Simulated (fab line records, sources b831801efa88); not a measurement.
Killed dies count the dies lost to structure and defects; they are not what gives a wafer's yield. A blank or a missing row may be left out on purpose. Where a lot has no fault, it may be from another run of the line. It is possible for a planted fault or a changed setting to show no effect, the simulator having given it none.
Comparing a struck lot with a sound one / flow sky130 / 32 out of 708 route steps
Sound: these wafers, L371.1, L371.3, L371.6. Struck: wafer L363.2; the same lot's L363.5 was not struck, so it is left out; see the end for the cause.
For every step that has rows: the tool of each side, followed by ch and its chambers, followed by its first start. Under that, the readings that differ: sound wafers / struck wafers / difference of the means / sigmas: that difference in standard deviations of wafers without a fault.
alike: readings whose means differ by less than 2 such deviations, and words and numbers that are the same on both sides. not compared: withheld readings, readings that some wafer has no value for, bounds like >300 that may hide the same value, and numbers for which the record gives no deviation and whose values overlap.
Wherever a step has rows on one side only, a row that says differs or no value, or a row with sigmas, the two part there. When numbers do not overlap yet have no deviation, they are printed without sigmas and do not part them. A reading missing from all wafers of one side parts the sides only when that side holds two or more wafers.

SKY_PWDE_OVL_MEAS_07:
  sound on overlay-01, day 7 23:01; struck on overlay-02, day 5 22:13
  alike: PWDE_OVL
then, 1 step without rows for these wafers: SKY_PWDE_IMPLANT_08.
SKY_PWDE_STRIP_09: strips in O2/N2.
  sound on plasma-asher-02 ch 0,1, day 7 23:11; struck on plasma-asher-02 ch 1, day 5 22:23
reading=oes-product-au (a.u.); sound=0.728 0.727 0.727; struck=0.717; difference=-0.010; sigmas=-2
  alike: drypump-motor-current-A, strip-time-to-endpoint-s
  not compared: rf-hours-counter-h
SKY_PWDE_TW_MEAS_10:
  sound on film-metro-01, day 7 23:17; struck on film-metro-02, day 5 22:30
reading=PWDE_TW; sound=380.6 376.3 376.9; struck=371.9; difference=-6.0; sigmas=-3
then, 7 steps without rows for these wafers: SKY_NWELL_DEHYDRATE_03 (time 60 s); SKY_NWELL_HMDS_04 (prime time 60 s); SKY_NWELL_COAT_05 (resist thk 3000 nm); SKY_NWELL_SOFTBAKE_06; SKY_NWELL_EXPOSE_07 (exposes mask NWM, target cd 840 nm); SKY_NWELL_PEB_08; SKY_NWELL_DEVELOP_09 (develop time 60 s).
SKY_NWELL_OVL_MEAS_10:
  sound on overlay-01, day 8 20:16; struck on overlay-02, day 6 17:08
  alike: NWELL_00_OVL
SKY_NWELL_IMPLANT_11:
  sound on implanter-04 ch 0, day 8 20:17; struck on implanter-03 ch 0, day 6 17:11
reading=beam-on-s (s); sound=9.89 9.78 9.92; struck=7.71; difference=-2.15; sigmas=-11
reading=faraday-current-uA; sound=108.6 109.4 107.8; struck=139.0; difference=+30.4; sigmas=+14
  alike: end-station-pressure-torr
then, 2 steps without rows for these wafers: SKY_NWELL_IMPLANT_12; SKY_NWELL_IMPLANT_13.
SKY_NWELL_STRIP_14: strips in O2/N2.
  sound on plasma-asher-02 ch 1, day 8 20:44; struck on plasma-asher-02 ch 1, day 6 17:37
  alike: drypump-motor-current-A, oes-product-au, strip-time-to-endpoint-s
  not compared: rf-hours-counter-h
SKY_NWELL_TW_MEAS_15:
  sound on film-metro-03, day 8 20:50; struck on film-metro-01, day 6 17:43
reading=NWELL_TW; sound=1814 1818 1815; struck=1726; difference=-90; sigmas=-7
then, 7 steps without rows for these wafers: SKY_NWELL_DEHYDRATE_16 (time 60 s); SKY_NWELL_HMDS_17 (prime time 60 s); SKY_NWELL_COAT_18 (resist thk 3000 nm); SKY_NWELL_SOFTBAKE_19; SKY_NWELL_EXPOSE_20 (exposes mask NWM COMPLEMENT, target cd 840 nm); SKY_NWELL_PEB_21; SKY_NWELL_DEVELOP_22 (develop time 60 s).
SKY_NWELL_OVL_MEAS_23:
  sound on overlay-02, day 9 18:34; struck on overlay-02, day 7 12:41
  alike: NWELL_01_OVL
then, 1 step without rows for these wafers: SKY_NWELL_IMPLANT_24.
SKY_NWELL_STRIP_25: strips in O2/N2.
  sound on plasma-asher-04 ch 0, day 9 18:44; struck on plasma-asher-01 ch 0, day 7 12:52
  alike: drypump-motor-current-A, oes-product-au, strip-time-to-endpoint-s
  not compared: rf-hours-counter-h
SKY_NWELL_TW_MEAS_26:
  sound on film-metro-02, day 9 18:50; struck on film-metro-03, day 7 12:59
  alike: NWELL_2_TW
then, 1 step without rows for these wafers: SKY_NWELL_CLEAN_27 (cleans in SC1/SC2, time 150 s).
SKY_NWELL_RTA_28: time 30 s.
  sound on rtp-anneal-02 ch 0, day 9 18:57; struck on rtp-anneal-02 ch 0, day 7 13:06
  alike: lamp-power-pct, ramp-up-c-per-s, wafer_temp_C_max
SKY_NWELL_RS_MEAS_29: a four-point-probe measurement.
  sound on film-metro-03, day 9 19:03; struck on film-metro-02, day 7 13:12
reading=NWELL_RS (ohm/sq); sound=625.2 625.0 626.2; struck=701.8; difference=+76.3; sigmas=+45
-- the record jumps here: 40 days lie between the struck wafers' starts before and after (it left off in module NWELL and takes up again in module PAD_OPEN, whose first step shown is number 708 of the route) --
SKY_PAD_OPEN_PROBE_99:
  sound on prober-01, day 49 21:07; struck on prober-02, day 48 00:27
reading=model.etest.nfet_16v.r-on-ohm-um; sound=1.396e+04 1.407e+04 1.409e+04; struck=1.48e+04; difference=+7.60e+02; sigmas=
reading=model.etest.res-nwell.line-ohm-um; sound=1127 1160 1168; struck=1383; difference=+231; sigmas=
reading=model.etest.res-nwell.rs-ohm-sq; sound=952 973.8 982.1; struck=1115; difference=+146; sigmas=
reading=model.etest.tip_p_5v.rs-ohm-sq; sound=2852 2853 2874; struck=2823; difference=-37; sigmas=
reading=model.etest.res-nwell.width-nm (nm); sound=835 836.6 837.8; struck=813.2; difference=-23.3; sigmas=
reading=model.etest.pfet_16v.drive-ua-um; sound=242.7 240.6 240.7; struck=252.4; difference=+11.1; sigmas=
reading=model.etest.field-p.vt-v (V); sound=-41.21 -42.59 -42.96; struck=-38.54; difference=+3.71; sigmas=
reading=model.etest.pfet-g5v0d10v5.off-log10-a-um; sound=-13 -12.77 -13.1; struck=-12.63; difference=+0.33; sigmas=

WHERE THEY PART
Last at SKY_NWELL_RS_MEAS_29 as far as this record goes, first at SKY_PWDE_STRIP_09.

WHY: the cause the simulator had injected
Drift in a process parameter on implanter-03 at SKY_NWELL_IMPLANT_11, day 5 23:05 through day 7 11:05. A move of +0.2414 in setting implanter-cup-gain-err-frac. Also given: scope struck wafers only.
